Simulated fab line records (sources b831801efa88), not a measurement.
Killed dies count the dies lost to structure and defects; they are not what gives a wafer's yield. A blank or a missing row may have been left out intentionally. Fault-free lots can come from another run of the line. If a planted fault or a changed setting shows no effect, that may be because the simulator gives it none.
fab line records	flow sky130	part 1 of 2: steps 1 to 24 of 32
[record] lots = 5	wafers = 15	last-day = 50
route steps=708 shown NWELL@71 PWDE@84 VT_ADJUST_HVTP@85 VT_ADJUST_LVTN@97
lots that met no fault: from a run of the same line without faults
start-h: hours from the record's opening day to when the first of the lot's shown wafers began	wait-h: hours from the lot's prior step to this one	" the same as in the row above	L1.1+2: a single row standing in for several wafers	- no value present, or no start provided	* or withheld: withheld	< > ~ a bound
route shown NAME@n: NAME is a module with steps in the file, n the number in the route of the first one	usual: mean and standard deviation over wafers with no fault	same: alike in all rows	chamber/n: place in a boat	sites: readings site by site	_std_site: how widely they spread, as a standard deviation	_edge_site: outer sites' mean less inner sites'	radius-mm: for every site, how far away it sits from the centre of the wafer	mask NAME#n: copy n	behind: the most recent tool/chamber to have shaped the wafer	hold: the reason the lot was held/the length of the hold in hours/how it ended	device: which transistor (n, p or np) failed to switch	end of line: at the end of the route, the tests of the same wafers	a step with no rows: only its recipe	killed: dies that structure and defects cost at the first sort, which is not the same as the wafer's yield	map: shows each die of a wafer: x if killed, . if not, _ if none is there
set.NAME: the setting that was run; set.NAME@STEP: the one run at that earlier step	model.NAME: the simulator's own value behind a step, which no gauge read
lots at some steps of the route; a table a step, a row a wafer
services: a tool's chamber out of use, with start hour (start-h, from the record's first day; less than 0 if before it), hours out, and reason
[[steps]]
[step SKY_NWELL_COAT_18]
[recipe] spin-rpm = 2000	resist-thk-nm = 3000
[usual] resist-line-temp-C = 22.97/0.094
lot.wafer	tool	chamber	start-h	wait-h	resist-line-temp-C
L083.2	litho-track-02	0	147.26	0.1	22.87
L083.5	"	0	"	"	22.97
L083.6	"	0	"	"	22.88
L089.1	litho-track-02	0	182.03	0.1	23.03
L089.5	"	0	"	"	23.00
L089.6	"	0	"	"	22.99
L093.1	litho-track-04	0	204.06	0.1	22.99
L093.4	"	0	"	"	23.06
L093.5	"	0	"	"	23.12
L095.1	litho-track-04	0	221.81	0.1	22.89
L095.3	"	0	"	"	22.84
L095.4	"	0	"	"	23.01
L097.2	litho-track-04	0	231.53	0.1	22.89
L097.4	"	0	"	"	22.88
L097.5	"	0	"	"	22.89
[step SKY_NWELL_SOFTBAKE_19]
[recipe] temp-c = 110	time-s = withheld
[usual] heater-power-total-W = 65.33/0.13	resist-line-temp-C = 23.01/0.1
lot.wafer	tool	chamber	start-h	wait-h	heater-power-total-W	resist-line-temp-C
L083.2	litho-track-02	0	147.41	0.1	65.46	23.08
L083.5	"	0	"	"	65.42	23.19
L083.6	"	0	"	"	65.43	23.07
L089.1	litho-track-02	0	182.18	0.1	65.29	22.88
L089.5	"	0	"	"	65.27	22.94
L089.6	"	0	"	"	65.18	23.11
L093.1	litho-track-04	0	204.21	0.1	65.24	23.00
L093.4	"	0	"	"	65.37	22.93
L093.5	"	0	"	"	65.38	22.93
L095.1	litho-track-04	0	221.96	0.1	65.34	23.14
L095.3	"	0	"	"	65.44	23.07
L095.4	"	0	"	"	65.40	23.05
L097.2	litho-track-04	0	231.69	0.1	65.30	22.89
L097.4	"	0	"	"	65.18	23.00
L097.5	"	0	"	"	65.40	22.97
[step SKY_NWELL_EXPOSE_20]
[recipe] mask-id = NWM_COMPLEMENT	na = 0.6	source-shape = conventional	sigma-outer = 0.6	polarization = unpolarized	target-cd-nm = 840	dose-mj = 260
[usual] focus-offset-nm = 0.1/0.58
lot.wafer	tool	chamber	start-h	wait-h	mask	focus-offset-nm
L083.2	iline-stepper-01	0	-	-	NWM_COMPLEMENT#0	-0.3
L083.5	"	0	"	"	NWM_COMPLEMENT#0	0.4
L083.6	"	0	"	"	NWM_COMPLEMENT#0	0.9
L089.1	iline-stepper-01	0	-	-	NWM_COMPLEMENT#0	-1.3
L089.5	"	0	"	"	NWM_COMPLEMENT#0	-0.4
L089.6	"	0	"	"	NWM_COMPLEMENT#0	-0.4
L093.1	iline-stepper-02	0	-	-	NWM_COMPLEMENT#0	0.0
L093.4	"	0	"	"	NWM_COMPLEMENT#0	-0.3
L093.5	"	0	"	"	NWM_COMPLEMENT#0	-0.1
L095.1	iline-stepper-02	0	-	-	NWM_COMPLEMENT#0	0.7
L095.3	"	0	"	"	NWM_COMPLEMENT#0	1.3
L095.4	"	0	"	"	NWM_COMPLEMENT#0	0.4
L097.2	iline-stepper-02	0	-	-	NWM_COMPLEMENT#0	-0.1
L097.4	"	0	"	"	NWM_COMPLEMENT#0	0.3
L097.5	"	0	"	"	NWM_COMPLEMENT#0	-0.3
[step SKY_NWELL_PEB_21]
[recipe] temp-c = 115	time-s = withheld
[usual] heater-power-total-W = 69.36/0.12	resist-line-temp-C = 22.99/0.12
lot.wafer	tool	chamber	start-h	wait-h	heater-power-total-W	resist-line-temp-C
L083.2	litho-track-02	0	-	-	69.30	22.90
L083.5	"	0	"	"	69.31	23.01
L083.6	"	0	"	"	69.44	22.83
L089.1	litho-track-04	0	-	-	69.38	23.14
L089.5	"	0	"	"	69.34	23.11
L089.6	"	0	"	"	69.12	23.02
L093.1	litho-track-02	0	-	-	69.50	23.15
L093.4	"	0	"	"	69.43	23.14
L093.5	"	0	"	"	69.16	23.26
L095.1	litho-track-04	0	-	-	69.28	22.79
L095.3	"	0	"	"	69.26	22.83
L095.4	"	0	"	"	69.44	22.96
L097.2	litho-track-01	0	-	-	69.46	23.19
L097.4	"	0	"	"	69.44	23.04
L097.5	"	0	"	"	69.43	22.83
[step SKY_NWELL_DEVELOP_22]
[recipe] wall-angle-deg = 90	developer = TMAH	develop-time-s = 60	dev-temp-c = 23
[usual] resist-line-temp-C = 22.97/0.088
lot.wafer	tool	chamber	start-h	wait-h	resist-line-temp-C
L083.2	litho-track-02	0	-	-	23.04
L083.5	"	0	"	"	23.04
L083.6	"	0	"	"	23.01
L089.1	litho-track-04	0	-	-	22.94
L089.5	"	0	"	"	22.91
L089.6	"	0	"	"	23.01
L093.1	litho-track-02	0	-	-	22.96
L093.4	"	0	"	"	22.99
L093.5	"	0	"	"	22.92
L095.1	litho-track-04	0	-	-	22.86
L095.3	"	0	"	"	22.85
L095.4	"	0	"	"	22.76
L097.2	litho-track-01	0	-	-	23.01
L097.4	"	0	"	"	22.95
L097.5	"	0	"	"	22.83
[step SKY_NWELL_OVL_MEAS_23]
[usual] NWELL_01_OVL = 0.3/1.4
lot.wafer	tool	chamber	start-h	wait-h	NWELL_01_OVL[nm]
L083.2	overlay-01	-	158.29	-	1.4
L083.5	"	-	"	"	1.5
L083.6	"	-	"	"	0.3
L089.1	overlay-02	-	192.21	-	-1.3
L089.5	"	-	"	"	-1.6
L089.6	"	-	"	"	-0.1
L093.1	overlay-02	-	213.88	-	1.5
L093.4	"	-	"	"	0.6
L093.5	"	-	"	"	1.0
L095.1	overlay-02	-	232.81	-	-0.7
L095.3	"	-	"	"	0.1
L095.4	"	-	"	"	-0.6
L097.2	overlay-02	-	243.65	-	1.4
L097.4	"	-	"	"	0.3
L097.5	"	-	"	"	0.8
[step SKY_NWELL_IMPLANT_24]
[recipe] species = B	energy-kev = 140	dose-cm2 = 9.2e+12	tilt-deg = withheld
[usual] beam-on-s = 10.01/0.21
lot.wafer	tool	chamber	start-h	wait-h	beam-on-s
L083.2	implanter-01	0	158.34	0.0	9.87
L083.5	"	0	"	"	9.83
L083.6	"	0	"	"	10.67
L089.1	implanter-01	0	192.25	0.0	10.15
L089.5	"	0	"	"	10.01
L089.6	"	0	"	"	9.96
L093.1	implanter-01	0	213.92	0.0	9.83
L093.4	"	0	"	"	9.97
L093.5	"	0	"	"	10.03
L095.1	implanter-03	0	232.85	0.0	10.24
L095.3	"	0	"	"	10.32
L095.4	"	0	"	"	9.83
L097.2	implanter-03	0	243.71	0.0	10.58
L097.4	"	0	"	"	10.24
L097.5	"	0	"	"	9.95
[step SKY_NWELL_STRIP_25]
[recipe] chemistry = O2/N2	power-w = 1400	pressure-mtorr = 1500	platen-temp-c = withheld	o2-flow-sccm = 3000	n2-flow-sccm = 300	overash-fraction = 0.5
[usual] drypump-motor-current-A = 5.8/0.55	oes-product-au = 0.722/0.0047	strip-time-to-endpoint-s = 36.90/0.088
lot.wafer	tool	chamber	start-h	wait-h	drypump-motor-current-A	oes-product-au	rf-hours-counter-h	strip-time-to-endpoint-s
L083.2	plasma-asher-01	1	158.47	0.1	6.7	0.723	48	36.89
L083.5	"	1	"	"	6.7	0.721	-	36.98
L083.6	"	0	"	"	5.6	0.715	-	36.93
L089.1	plasma-asher-01	1	192.40	0.1	6.7	0.721	52	36.90
L089.5	"	0	"	"	5.6	0.722	-	36.89
L089.6	"	1	"	"	6.7	0.719	-	36.89
L093.1	plasma-asher-02	0	214.07	0.1	6.0	0.726	55	36.70
L093.4	"	0	"	"	6.0	0.722	-	36.83
L093.5	"	1	"	"	4.9	0.714	-	36.84
L095.1	plasma-asher-02	1	233.00	0.1	5.0	0.722	57	36.91
L095.3	"	0	"	"	6.0	0.725	-	36.94
L095.4	"	1	"	"	5.0	0.717	-	37.01
L097.2	plasma-asher-01	1	243.83	0.1	6.7	0.728	56	36.84
L097.4	"	0	"	"	5.6	0.719	-	36.76
L097.5	"	1	"	"	6.7	0.719	-	36.90
[step SKY_NWELL_TW_MEAS_26]
[usual] NWELL_2_TW = 495/3.5
lot.wafer	tool	chamber	start-h	wait-h	NWELL_2_TW
L083.2	film-metro-01	-	158.58	0.1	492
L083.5	"	-	"	"	490
L083.6	"	-	"	"	494
L089.1	film-metro-03	-	192.50	0.1	494
L089.5	"	-	"	"	494
L089.6	"	-	"	"	491
L093.1	film-metro-02	-	214.17	0.1	498
L093.4	"	-	"	"	498
L093.5	"	-	"	"	496
L095.1	film-metro-01	-	233.10	0.1	491
L095.3	"	-	"	"	490
L095.4	"	-	"	"	491
L097.2	film-metro-03	-	243.94	0.1	495
L097.4	"	-	"	"	497
L097.5	"	-	"	"	493
[step SKY_NWELL_CLEAN_27]
[recipe] chemistry = SC1/SC2	mix = 1:4:20	temp-c = 70	time-s = 150	dry = n2-spin
lot.wafer	tool	chamber	start-h	wait-h
L083.2+5+6	wet-bench-04	0	158.63	0.0
L089.1+5+6	wet-bench-03	1	192.56	0.1
L093.1+4+5	wet-bench-03	1	214.23	0.1
L095.1+3+4	wet-bench-03	2	233.16	0.1
L097.2+4+5	wet-bench-03	2	243.99	0.0
[step SKY_NWELL_RTA_28]
[recipe] temp-c = 1050	time-s = 30	idle-temp-c = 650	ramp-up-c-per-s = 150	ramp-down-c-per-s = 90	ambient = N2
[usual] lamp-power-pct = 25.30/0.052	ramp-down-c-per-s = 90.000/0.015	wafer_temp_C_max = 1054.8/0.82
lot.wafer	tool	chamber	start-h	wait-h	lamp-power-pct	ramp-down-c-per-s	wafer_temp_C_max
L083.2	rtp-anneal-02	0	158.69	0.0	25.30	89.986	1055.4
L083.5	"	0	"	"	25.19	90.009	1055.0
L083.6	"	0	"	"	25.32	89.996	1055.6
L089.1	rtp-anneal-01	0	192.61	0.0	25.35	90.014	1053.8
L089.5	"	0	"	"	25.21	89.982	1053.8
L089.6	"	0	"	"	25.34	90.004	1054.5
L093.1	rtp-anneal-01	0	214.28	0.0	25.36	89.997	1055.5
L093.4	"	0	"	"	25.32	90.017	1054.6
L093.5	"	0	"	"	25.31	89.981	1054.7
L095.1	rtp-anneal-01	0	233.21	0.0	25.31	89.981	1054.4
L095.3	"	0	"	"	25.38	90.003	1054.2
L095.4	"	0	"	"	25.30	90.024	1055.7
L097.2	rtp-anneal-02	0	244.06	0.0	25.33	90.004	1055.1
L097.4	"	0	"	"	25.26	90.022	1054.8
L097.5	"	0	"	"	25.33	89.986	1055.2
[step SKY_NWELL_RS_MEAS_29]
[recipe] thk-meas-gauge = four-point-probe
[usual] NWELL_RS = 624.7/1.4
lot.wafer	tool	chamber	start-h	wait-h	NWELL_RS[ohm/sq]
L083.2	film-metro-01	-	158.80	0.1	626.8
L083.5	"	-	"	"	625.4
L083.6	"	-	"	"	624.6
L089.1	film-metro-02	-	192.71	0.1	624.7
L089.5	"	-	"	"	624.2
L089.6	"	-	"	"	623.6
L093.1	film-metro-03	-	214.38	0.1	624.2
L093.4	"	-	"	"	623.5
L093.5	"	-	"	"	624.5
L095.1	film-metro-02	-	233.31	0.1	625.6
L095.3	"	-	"	"	624.2
L095.4	"	-	"	"	625.6
L097.2	film-metro-03	-	244.16	0.1	621.7
L097.4	"	-	"	"	623.1
L097.5	"	-	"	"	622.7
[step SKY_NWELL_RS_MEAS_31]
[recipe] thk-meas-gauge = four-point-probe
[usual] PWDE_RS = 5282/19
lot.wafer	tool	chamber	start-h	wait-h	PWDE_RS[ohm/sq]
L083.2	film-metro-01	-	159.04	0.1	5296
L083.5	"	-	"	"	5288
L083.6	"	-	"	"	5283
L089.1	film-metro-02	-	192.95	0.1	5301
L089.5	"	-	"	"	5296
L089.6	"	-	"	"	5312
L093.1	film-metro-03	-	214.62	0.1	5282
L093.4	"	-	"	"	5275
L093.5	"	-	"	"	5288
L095.1	film-metro-02	-	233.55	0.1	5287
L095.3	"	-	"	"	5296
L095.4	"	-	"	"	5301
L097.2	film-metro-03	-	244.40	0.1	5285
L097.4	"	-	"	"	5280
L097.5	"	-	"	"	5268
[step SKY_VT_ADJUST_HVTP_DEHYDRATE_00]
[recipe] temp-c = 200	time-s = 60
[usual] heater-power-total-W = 160.39/0.13	resist-line-temp-C = 23.01/0.11
lot.wafer	tool	chamber	start-h	wait-h	heater-power-total-W	resist-line-temp-C
L083.2	litho-track-02	0	168.11	9.0	160.32	23.21
L083.5	"	0	"	"	160.34	23.14
L083.6	"	0	"	"	160.53	23.35
L089.1	litho-track-02	0	202.98	10.0	160.57	22.78
L089.5	"	0	"	"	160.28	23.00
L089.6	"	0	"	"	160.25	22.89
L093.1	litho-track-02	0	225.23	10.6	160.41	22.88
L093.4	"	0	"	"	160.53	22.87
L093.5	"	0	"	"	160.29	23.01
L095.1	litho-track-01	0	244.30	10.7	160.28	22.98
L095.3	"	0	"	"	160.45	23.03
L095.4	"	0	"	"	160.52	23.02
L097.2	litho-track-03	0	254.98	10.6	160.44	22.91
L097.4	"	0	"	"	160.51	23.02
L097.5	"	0	"	"	160.35	22.89
[step SKY_VT_ADJUST_HVTP_HMDS_01]
[recipe] prime-time-s = 60	prime-temp-c = 120
[usual] resist-line-temp-C = 23.00/0.11
[same] prime-time-s = 60
lot.wafer	tool	chamber	start-h	wait-h	resist-line-temp-C
L083.2	litho-track-02	0	168.26	0.1	22.95
L083.5	"	0	"	"	22.82
L083.6	"	0	"	"	22.89
L089.1	litho-track-02	0	203.13	0.1	23.04
L089.5	"	0	"	"	23.05
L089.6	"	0	"	"	22.90
L093.1	litho-track-02	0	225.38	0.1	23.18
L093.4	"	0	"	"	22.99
L093.5	"	0	"	"	22.98
L095.1	litho-track-01	0	244.45	0.1	22.82
L095.3	"	0	"	"	22.99
L095.4	"	0	"	"	22.89
L097.2	litho-track-03	0	255.13	0.1	23.06
L097.4	"	0	"	"	23.16
L097.5	"	0	"	"	23.00
[step SKY_VT_ADJUST_HVTP_COAT_02]
[recipe] resist = NOVOLAK	spin-rpm = 3000	resist-thk-nm = 1140
[usual] resist-line-temp-C = 23.00/0.11
lot.wafer	tool	chamber	start-h	wait-h	resist-line-temp-C
L083.2	litho-track-02	0	168.41	0.1	23.13
L083.5	"	0	"	"	23.24
L083.6	"	0	"	"	23.27
L089.1	litho-track-02	0	203.28	0.1	22.91
L089.5	"	0	"	"	22.95
L089.6	"	0	"	"	23.11
L093.1	litho-track-02	0	225.53	0.1	23.02
L093.4	"	0	"	"	23.10
L093.5	"	0	"	"	23.20
L095.1	litho-track-01	0	244.60	0.1	23.18
L095.3	"	0	"	"	22.85
L095.4	"	0	"	"	23.18
L097.2	litho-track-03	0	255.28	0.1	22.85
L097.4	"	0	"	"	22.82
L097.5	"	0	"	"	22.78
[step SKY_VT_ADJUST_HVTP_SOFTBAKE_03]
[recipe] temp-c = 90	time-s = 60	resist = NOVOLAK
[usual] heater-power-total-W = 56.60/0.045	resist-line-temp-C = 22.97/0.1
lot.wafer	tool	chamber	start-h	wait-h	heater-power-total-W	resist-line-temp-C
L083.2	litho-track-02	0	168.56	0.1	56.61	22.93
L083.5	"	0	"	"	56.65	22.69
L083.6	"	0	"	"	56.56	22.77
L089.1	litho-track-02	0	203.43	0.1	56.62	22.97
L089.5	"	0	"	"	56.59	23.02
L089.6	"	0	"	"	56.61	22.91
L093.1	litho-track-02	0	225.68	0.1	56.57	22.89
L093.4	"	0	"	"	56.63	23.00
L093.5	"	0	"	"	56.58	22.99
L095.1	litho-track-01	0	244.75	0.1	56.55	22.96
L095.3	"	0	"	"	56.60	22.99
L095.4	"	0	"	"	56.63	22.96
L097.2	litho-track-03	0	255.43	0.1	56.55	22.84
L097.4	"	0	"	"	56.56	22.95
L097.5	"	0	"	"	56.59	22.88
[step SKY_VT_ADJUST_HVTP_EXPOSE_04]
[recipe] mask-id = HVTPM	na = 0.6	source-shape = conventional	sigma-outer = 0.6	polarization = unpolarized	target-cd-nm = 380	dose-mj = 140
[usual] focus-offset-nm = 0.0/0.58
lot.wafer	tool	chamber	start-h	wait-h	mask	focus-offset-nm
L083.2	iline-stepper-02	0	-	-	HVTPM#0	0.8
L083.5	"	0	"	"	HVTPM#0	0.2
L083.6	"	0	"	"	HVTPM#0	-0.2
L089.1	iline-stepper-01	0	-	-	HVTPM#0	0.6
L089.5	"	0	"	"	HVTPM#0	1.0
L089.6	"	0	"	"	HVTPM#0	0.7
L093.1	iline-stepper-01	0	-	-	HVTPM#0	0.1
L093.4	"	0	"	"	HVTPM#0	-0.4
L093.5	"	0	"	"	HVTPM#0	-0.5
L095.1	iline-stepper-01	0	-	-	HVTPM#0	0.0
L095.3	"	0	"	"	HVTPM#0	0.5
L095.4	"	0	"	"	HVTPM#0	0.4
L097.2	iline-stepper-02	0	-	-	HVTPM#0	-0.1
L097.4	"	0	"	"	HVTPM#0	-0.5
L097.5	"	0	"	"	HVTPM#0	0.6
[step SKY_VT_ADJUST_HVTP_PEB_05]
[recipe] temp-c = withheld	time-s = *	resist = NOVOLAK
[usual] resist-line-temp-C = *
lot.wafer	tool	chamber	start-h	wait-h	resist-line-temp-C
L083.2	litho-track-02	0	-	-	*
L083.5	"	0	"	"	*
L083.6	"	0	"	"	*
L089.1	litho-track-02	0	-	-	*
L089.5	"	0	"	"	*
L089.6	"	0	"	"	*
L093.1	litho-track-01	0	-	-	*
L093.4	"	0	"	"	*
L093.5	"	0	"	"	*
L095.1	litho-track-02	0	-	-	*
L095.3	"	0	"	"	*
L095.4	"	0	"	"	*
L097.2	litho-track-01	0	-	-	*
L097.4	"	0	"	"	*
L097.5	"	0	"	"	*
[step SKY_VT_ADJUST_HVTP_DEVELOP_06]
[recipe] resist = NOVOLAK	developer = TMAH	develop-time-s = 60	dev-temp-c = 23
[usual] resist-line-temp-C = 23.01/0.11
lot.wafer	tool	chamber	start-h	wait-h	resist-line-temp-C
L083.2	litho-track-02	0	178.46	0.1	22.72
L083.5	"	0	"	"	22.96
L083.6	"	0	"	"	22.92
L089.1	litho-track-02	0	213.38	0.1	23.07
L089.5	"	0	"	"	22.97
L089.6	"	0	"	"	22.99
L093.1	litho-track-01	0	236.60	0.1	23.12
L093.4	"	0	"	"	23.22
L093.5	"	0	"	"	23.05
L095.1	litho-track-02	0	255.88	0.1	23.17
L095.3	"	0	"	"	23.00
L095.4	"	0	"	"	23.10
L097.2	litho-track-01	0	266.92	0.1	23.11
L097.4	"	0	"	"	23.04
L097.5	"	0	"	"	23.01
[step SKY_VT_ADJUST_HVTP_CD_MEAS_07]
[recipe] target-cd-nm = 380
[usual] cd-nm = 379.2/2.7
lot.wafer	tool	chamber	start-h	wait-h	cd-nm
L083.2	cd-sem-01	-	178.60	0.1	374.3
L083.5	"	-	"	"	372.5
L083.6	"	-	"	"	374.4
L089.1	cd-sem-02	-	213.53	0.1	383.1
L089.5	"	-	"	"	383.7
L089.6	"	-	"	"	383.0
L093.1	cd-sem-02	-	236.75	0.1	380.3
L093.4	"	-	"	"	378.9
L093.5	"	-	"	"	378.1
L095.1	cd-sem-01	-	256.03	0.1	378.5
L095.3	"	-	"	"	376.6
L095.4	"	-	"	"	377.3
L097.2	cd-sem-01	-	267.06	0.1	377.5
L097.4	"	-	"	"	378.7
L097.5	"	-	"	"	378.7
[step SKY_VT_ADJUST_HVTP_OVL_MEAS_08]
[usual] VT_ADJUST_HVTP_OVL = -0.8/1.4
lot.wafer	tool	chamber	start-h	wait-h	VT_ADJUST_HVTP_OVL[nm]
L083.2	overlay-02	-	178.71	0.1	-1.2
L083.5	"	-	"	"	-0.8
L083.6	"	-	"	"	-0.1
L089.1	overlay-01	-	213.65	0.1	1.3
L089.5	"	-	"	"	0.4
L089.6	"	-	"	"	0.2
L093.1	overlay-01	-	236.87	0.1	-0.1
L093.4	"	-	"	"	-3.2
L093.5	"	-	"	"	-2.2
L095.1	overlay-01	-	256.15	0.1	-1.9
L095.3	"	-	"	"	-2.3
L095.4	"	-	"	"	-2.3
L097.2	overlay-01	-	267.20	0.1	0.1
L097.4	"	-	"	"	0.2
L097.5	"	-	"	"	-0.3
[step SKY_VT_ADJUST_HVTP_IMPLANT_09]
[recipe] species = As	energy-kev = 150	dose-cm2 = 4.3e+12	tilt-deg = withheld
[usual] beam-on-s = 10.00/0.19
lot.wafer	tool	chamber	start-h	wait-h	beam-on-s
L083.2	implanter-02	0	178.76	0.0	10.21
L083.5	"	0	"	"	10.24
L083.6	"	0	"	"	10.08
L089.1	implanter-02	0	213.69	0.0	9.91
L089.5	"	0	"	"	9.76
L089.6	"	0	"	"	9.91
L093.1	implanter-04	0	236.90	0.0	9.70
L093.4	"	0	"	"	10.06
L093.5	"	0	"	"	10.15
L095.1	implanter-04	0	256.19	0.0	9.50
L095.3	"	0	"	"	9.83
L095.4	"	0	"	"	10.03
L097.2	implanter-04	0	267.26	0.0	9.92
L097.4	"	0	"	"	9.97
L097.5	"	0	"	"	10.22
[step SKY_VT_ADJUST_HVTP_STRIP_10]
[recipe] chemistry = O2/N2	power-w = 1400	pressure-mtorr = 1500	platen-temp-c = withheld	o2-flow-sccm = 3000	n2-flow-sccm = 300	overash-fraction = 0.5
[usual] drypump-motor-current-A = 5.8/0.4	oes-product-au = 0.716/0.0045	strip-time-to-endpoint-s = 14.19/0.04
lot.wafer	tool	chamber	start-h	wait-h	drypump-motor-current-A	oes-product-au	rf-hours-counter-h	strip-time-to-endpoint-s
L083.2	plasma-asher-03	1	178.89	0.1	5.9	0.715	6	14.19
L083.5	"	1	"	"	5.9	0.720	-	14.19
L083.6	"	0	"	"	6.4	0.723	-	14.18
L089.1	plasma-asher-04	1	213.84	0.1	5.6	0.718	40	14.21
L089.5	"	0	"	"	6.0	0.708	-	14.19
L089.6	"	1	"	"	5.6	0.713	-	14.24
L093.1	plasma-asher-03	1	237.05	0.1	5.9	0.723	12	14.18
L093.4	"	1	"	"	5.9	0.712	-	14.21
L093.5	"	0	"	"	6.3	0.716	-	14.22
L095.1	plasma-asher-04	1	256.34	0.1	5.6	0.715	44	14.16
L095.3	"	0	"	"	5.9	0.718	-	14.23
L095.4	"	1	"	"	5.6	0.716	-	14.14
L097.2	plasma-asher-04	1	267.38	0.1	5.7	0.719	46	14.14
L097.4	"	1	"	"	5.6	0.722	-	14.16
L097.5	"	1	"	"	5.6	0.710	-	14.19
